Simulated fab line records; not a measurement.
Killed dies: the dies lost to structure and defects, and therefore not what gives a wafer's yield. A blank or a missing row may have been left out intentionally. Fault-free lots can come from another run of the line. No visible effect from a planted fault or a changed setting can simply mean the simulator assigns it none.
fab line records | flow sky130
record: lots: 13 | wafers: 39 | last_day: 50
route steps=708 shown LDD_P@261
lots with no fault: from the same line, run without faults
start_h: the number of hours between the record's first day and the start of the first shown wafer of the lot | wait_h: how many hours have passed since the lot's step before this one | " as in the row above | L1.1+2: a single row standing in for several wafers | - either no value or no given start | * or withheld: withheld | < > ~ a bound
route shown NAME@n: a module of which the file shows steps, and the number in the route of the first | usual: average and standard deviation across the fault-free wafers | same: alike in all rows | chamber/n: place in a boat | sites: per-site readings | _std_site: their standard deviation | _edge_site: outer sites' mean less inner sites' | radius_mm: for every site, how far away it sits from the centre of the wafer | mask NAME#n: copy n | behind: tool/chamber where the wafer was last shaped | hold: why the lot was held/for how many hours/how that ended | device: the transistor (n, p or np) that didn't switch | end of line: tests of these same wafers at the route's end | a step without rows: its recipe alone | killed: at the first sort, the dies lost to defects and structure; wafer yield is something else | map: dies across one wafer; x = killed, . = not, _ = none there
set.NAME: the run value of the setting; set.NAME@STEP: its run value at that earlier step | model.NAME: the simulator's own value behind a step, which no gauge read
one table for each step of the route and one row for each wafer, over a sample of lots
== steps ==
step: SKY_LDD_P_DEVELOP_06
recipe: resist: NOVOLAK | developer: TMAH | develop_time_s: 60 | dev_temp_c: 23
lot.wafer  | tool           | chamber | start_h | wait_h
L866.3+4+5 | litho_track-02 | 0       | 421.27  | 0.1
L868.1+2+6 | litho_track-02 | 0       | 430.02  | 0.1
L870.1+3+6 | litho_track-02 | 0       | 457.02  | 0.1
L871.1+4+6 | litho_track-02 | 0       | 464.97  | 0.1
L872.1+3+5 | litho_track-02 | 0       | 471.57  | 0.1
L873.2+3+6 | litho_track-03 | 0       | 485.14  | 0.1
L876.2+3+5 | litho_track-03 | 0       | 510.19  | 0.1
L877.1+3+6 | litho_track-01 | 0       | 514.30  | 0.1
L880.1+2+5 | litho_track-03 | 0       | 537.91  | 0.1
L881.1+5+6 | litho_track-02 | 0       | 548.67  | 0.1
L886.2+4+6 | litho_track-03 | 0       | 599.34  | 0.1
L887.1+3+5 | litho_track-03 | 0       | 612.06  | 0.1
L888.1+3+6 | litho_track-01 | 0       | 613.05  | 0.1
step: SKY_LDD_P_CD_MEAS_07
recipe: target_cd_nm: 380
usual: cd_nm: 380.2/2.3
lot.wafer | tool      | chamber | start_h | wait_h | cd_nm
L866.3    | cd_sem-01 | -       | 421.41  | 0.1    | 381.0
L866.4    | "         | -       | "       | "      | 381.5
L866.5    | "         | -       | "       | "      | 377.6
L868.1    | cd_sem-01 | -       | 430.17  | 0.1    | 381.1
L868.2    | "         | -       | "       | "      | 382.0
L868.6    | "         | -       | "       | "      | 380.3
L870.1    | cd_sem-02 | -       | 457.17  | 0.1    | 378.5
L870.3    | "         | -       | "       | "      | 379.4
L870.6    | "         | -       | "       | "      | 382.8
L871.1    | cd_sem-02 | -       | 465.12  | 0.1    | 382.6
L871.4    | "         | -       | "       | "      | 380.3
L871.6    | "         | -       | "       | "      | 381.3
L872.1    | cd_sem-01 | -       | 471.72  | 0.1    | 381.4
L872.3    | "         | -       | "       | "      | 380.5
L872.5    | "         | -       | "       | "      | 380.5
L873.2    | cd_sem-01 | -       | 485.28  | 0.1    | 377.9
L873.3    | "         | -       | "       | "      | 376.5
L873.6    | "         | -       | "       | "      | 379.3
L876.2    | cd_sem-02 | -       | 510.33  | 0.1    | 380.4
L876.3    | "         | -       | "       | "      | 377.9
L876.5    | "         | -       | "       | "      | 378.8
L877.1    | cd_sem-01 | -       | 514.45  | 0.1    | 377.9
L877.3    | "         | -       | "       | "      | 376.8
L877.6    | "         | -       | "       | "      | 378.4
L880.1    | cd_sem-02 | -       | 538.06  | 0.1    | 387.4
L880.2    | "         | -       | "       | "      | 381.0
L880.5    | "         | -       | "       | "      | 382.7
L881.1    | cd_sem-01 | -       | 548.82  | 0.1    | 377.4
L881.5    | "         | -       | "       | "      | 376.8
L881.6    | "         | -       | "       | "      | 392.7
L886.2    | cd_sem-01 | -       | 599.48  | 0.1    | 380.6
L886.4    | "         | -       | "       | "      | 380.8
L886.6    | "         | -       | "       | "      | 380.4
L887.1    | cd_sem-01 | -       | 612.21  | 0.1    | 379.2
L887.3    | "         | -       | "       | "      | 378.6
L887.5    | "         | -       | "       | "      | 377.5
L888.1    | cd_sem-01 | -       | 613.20  | 0.1    | 382.7
L888.3    | "         | -       | "       | "      | 382.8
L888.6    | "         | -       | "       | "      | 383.2
== key ==
first_sign: step: SKY_LDD_P_CD_MEAS_07 | reading: cd_nm | direction: up | sigmas: 5.6 | usual: 380.2 | struck: 392.7
effect none on later readings
met_at SKY_LDD_P_DEVELOP_06
struck_lots L881
struck_wafers L881.6
tester_left_out L881
onset_between 471.57 548.67
fault: kind: process_parameter_drift | tool: litho_track-02 | chamber: - | onset_h: 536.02 | steps: SKY_LDD_P_DEVELOP_06 | channel: develop_time_s | offset: * | shape: step | end_h: 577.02 | scope: struck_wafers_only | acts_in: * | stated: *
tester_left_out: of these lots the tester's yield and bins aren't shown, on N5 and GAA mostly nor the transistor test; their killed dies are dies lost to structure and defects alone, not to doping, threshold or leakage, so they don't give the yield
